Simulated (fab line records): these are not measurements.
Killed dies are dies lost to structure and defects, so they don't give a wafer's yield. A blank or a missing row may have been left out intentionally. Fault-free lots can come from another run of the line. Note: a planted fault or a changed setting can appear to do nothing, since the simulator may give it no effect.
8D (eight disciplines) problem report, filled in by code || flow sky130 || the parts of the form that need people (team, actions taken, sign-off) are left out

== 1. PROBLEM STATEMENT ==
stripTimeToEndpointS at SKY_METAL1_STRIP_20 reads a mean of 2.86 s on 1 wafer of 1 lot; wafers without a fault read 2.71 s with a standard deviation of 0.033. That is +4.5 standard deviations from the usual mean.
The step: strips in O2/N2.
First seen on wafer L710.3, day 38 06:40, on plasmaAsher-01. The record has a number at this step for 33 wafers belonging to 11 lots. Rule for "out", or "out of limits": more than 4 standard deviations from the usual mean. The rest of the wafers with a number are treated as sound.

== 2. WHAT IT IS, WHAT IT ISN'T ==
{"question": "which readings at this step", "is": "stripTimeToEndpointS", "is not": "chamberPressureMTorr, drypumpMotorCurrentA"}
{"question": "which lots", "is": "L710", "is not": "L693, L695, L696, L700, L702, L703, L705, L706, L714, L715"}
{"question": "which wafers of those lots", "is": "L710.3", "is not": "L710.2, L710.6"}
{"question": "read on which tools", "is": "plasmaAsher-01", "is not": "plasmaAsher-02, plasmaAsher-04"}
{"question": "when", "is": "from day 38 06:40", "is not": "up to then (26 sound wafers); but 6 sound wafers of L714, L715 came after"}

== 3. THE SUSPECTS, EACH WITH WHAT RULES IT OUT ==
Counting: if a tool at a process step up to the reading ran every lot that is out, it stays a suspect. Sound lots after the first of them don't rule it out here, since some wafers of a struck lot are sound.
- pvdSputter-03 at SKY_METAL1_SPUTTER_02 (material AlCu, target thk 250 nm, time 13.3 s): kept. It ran the lot that is out, L710 (day 37 02:45); its last sound lot up to then is L703 (day 35 04:35).
- rieMetal-04 at SKY_METAL1_ETCH_18 (etches BARC in N2/H2, stops on SiO2, time 45.9 s, target depth 60 nm): kept. It ran the lot that is out, L710 (day 38 06:31); its last sound lot up to then is L705 (day 36 21:54).
- plasmaAsher-01 at SKY_METAL1_STRIP_20 (strips in O2/N2): kept. It ran the lot that is out, L710 (day 38 06:40); its last sound lot up to then is L702 (day 36 08:19). Its own stripTimeToEndpointS readings are out on those wafers.
- Within rieMetal-04 at SKY_METAL1_ETCH_18: the wafers that are out ran in chamber 0; their sound lot-mates ran in chamber 1.
- Within plasmaAsher-01 at SKY_METAL1_STRIP_20: the wafers that are out ran in chamber 0; their sound lot-mates ran in chamber 1.
Left after counting: pvdSputter-03 at SKY_METAL1_SPUTTER_02, rieMetal-04 at SKY_METAL1_ETCH_18, plasmaAsher-01 at SKY_METAL1_STRIP_20.

== 4. THE CAUSE (what the simulator had put in) ==
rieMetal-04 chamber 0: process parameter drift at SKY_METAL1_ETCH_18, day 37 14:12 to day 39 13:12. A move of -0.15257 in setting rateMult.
Counting left 3 suspects, and this tool is among them.

== 5. THE CHAIN OF EFFECTS, in route order ==
Each row: a reading whose mean over the struck wafers that have a number lies more than 3 standard deviations from the usual. Scope: only readings with a usual standard deviation given in the record; hours: median across lots of the time from each lot's start at the first step in this table that gives one to its start at this step; sigmas: change in usual standard deviations.
{"hours": 0, "step": "SKY_METAL1_STRIP_20", "reading": "stripTimeToEndpointS", "usual": "2.71 s", "on struck wafers": 2.86, "change": "+0.15", "sigmas": "+4.5"}
It contains these process steps:
- SKY_METAL1_STRIP_20: strips in O2/N2.
At these later measuring or inspecting steps, every struck wafer for which the step has a row has a number for every such reading, and none has moved that far: SKY_VIA1_BOW_MEAS_03.

== 6. HOW IT WOULD HAVE BEEN CAUGHT EARLIER ==
16 hours passed between the start of the fault at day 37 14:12 and the first reading out of limits in this record, taken at day 38 06:40.
Of the tool readings at SKY_METAL1_ETCH_18 for which the record gives a usual standard deviation, none was out on any struck wafer, so an alarm limit of 4 standard deviations on them would not have fired.
By day 38 06:40, every lot that is out (1) had started SKY_METAL1_ETCH_18 on rieMetal-04. Had the tool been put on hold then, not one of them would have been saved.
